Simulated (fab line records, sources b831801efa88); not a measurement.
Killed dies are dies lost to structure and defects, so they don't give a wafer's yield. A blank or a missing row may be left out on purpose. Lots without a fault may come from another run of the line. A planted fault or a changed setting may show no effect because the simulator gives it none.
Chamber matching | flow gf180mcu | GF_STI_ETCH_14 on rie_si-02: 4 sister chambers
The step etches Si in HBr/Cl2/O2, target depth 360 nm, time 102.9 s. 16 wafers are shown with their chamber, then 8 later ones without.

WAFERS WITH THEIR CHAMBER
wafer  | chamber | oes_product_au (a.u.) | throttle_valve_pct (%) | chamber_pressure_mTorr (mTorr)
L425.4 | 3       | 1.011                 | 25.644                 | 14.998
L425.5 | 2       | 0.998                 | 25.683                 | 14.988
L425.6 | 3       | 1.007                 | 25.644                 | 14.987
L426.1 | 1       | 1.020                 | 25.644                 | 14.980
L426.2 | 3       | 1.017                 | 25.642                 | 14.988
L426.3 | 2       | 0.999                 | 25.663                 | 15.005
L430.2 | 0       | 1.009                 | 25.654                 | 15.001
L430.5 | 2       | 1.002                 | 25.651                 | 15.014
L430.6 | 1       | 1.017                 | 25.642                 | 15.011
L434.1 | 3       | 1.021                 | 25.631                 | 15.018
L434.4 | 1       | 1.025                 | 25.636                 | 15.009
L434.6 | 0       | 1.012                 | 25.664                 | 15.008
L435.2 | 1       | 1.012                 | 25.646                 | 15.005
L435.3 | 3       | 1.013                 | 25.655                 | 15.004
L435.4 | 2       | 0.999                 | 25.660                 | 14.992
L440.2 | 0       | 1.004                 | 25.665                 | 14.995

SIGNATURES (means of the wafers above)
reading                | chamber 0 | chamber 1 | chamber 2 | chamber 3 | scatter within a chamber
oes_product_au         | 1.00833   | 1.01850   | 0.99950   | 1.01380   | 0.00454
throttle_valve_pct     | 25.66100  | 25.64200  | 25.66425  | 25.64320  | 0.00898
chamber_pressure_mTorr | 15.00133  | 15.00125  | 14.99975  | 14.99900  | 0.0122
Rule: a wafer's distance from a chamber is the root of the sum, over the readings, of the square of ((its reading less the chamber's mean) divided by the reading's scatter). The wafer belongs to the nearest chamber; if the next one is less than 2 further off, it can't be placed. The scatter: the root of (the sum of the squares of (reading less its chamber's mean) over the shown wafers, divided by (wafers less chambers)).

WAFERS WITHOUT THEIR CHAMBER
wafer  | oes_product_au (a.u.) | throttle_valve_pct (%) | chamber_pressure_mTorr (mTorr)
L440.5 | 0.991                 | 25.668                 | 14.996
L440.6 | 1.015                 | 25.649                 | 14.997
L441.1 | 1.005                 | 25.679                 | 15.030
L441.2 | 1.024                 | 25.646                 | 15.000
L441.6 | 1.004                 | 25.667                 | 14.991
L442.3 | 1.018                 | 25.644                 | 14.993
L442.4 | 0.989                 | 25.654                 | 14.987
L442.6 | 1.010                 | 25.646                 | 15.032

WHICH CHAMBER EACH WENT THROUGH
wafer  | from the rows above               | in truth
L440.5 | can't be placed: 2 or 0           | 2
L440.6 | can't be placed: 3 or 1 or 0      | 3
L441.1 | can't be placed: 0 or 2 or 3      | 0
L441.2 | can't be placed: 1 or 3           | 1
L441.6 | can't be placed: 2 or 0           | 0
L442.3 | can't be placed: 1 or 3           | 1
L442.4 | can't be placed: 2 or 0           | 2
L442.6 | can't be placed: 3 or 0 or 1 or 2 | 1
Placed correctly: 0 of 8. Can't be placed from these rows: 8 (the true chamber is among the candidates in 8). Placed wrongly: 0.
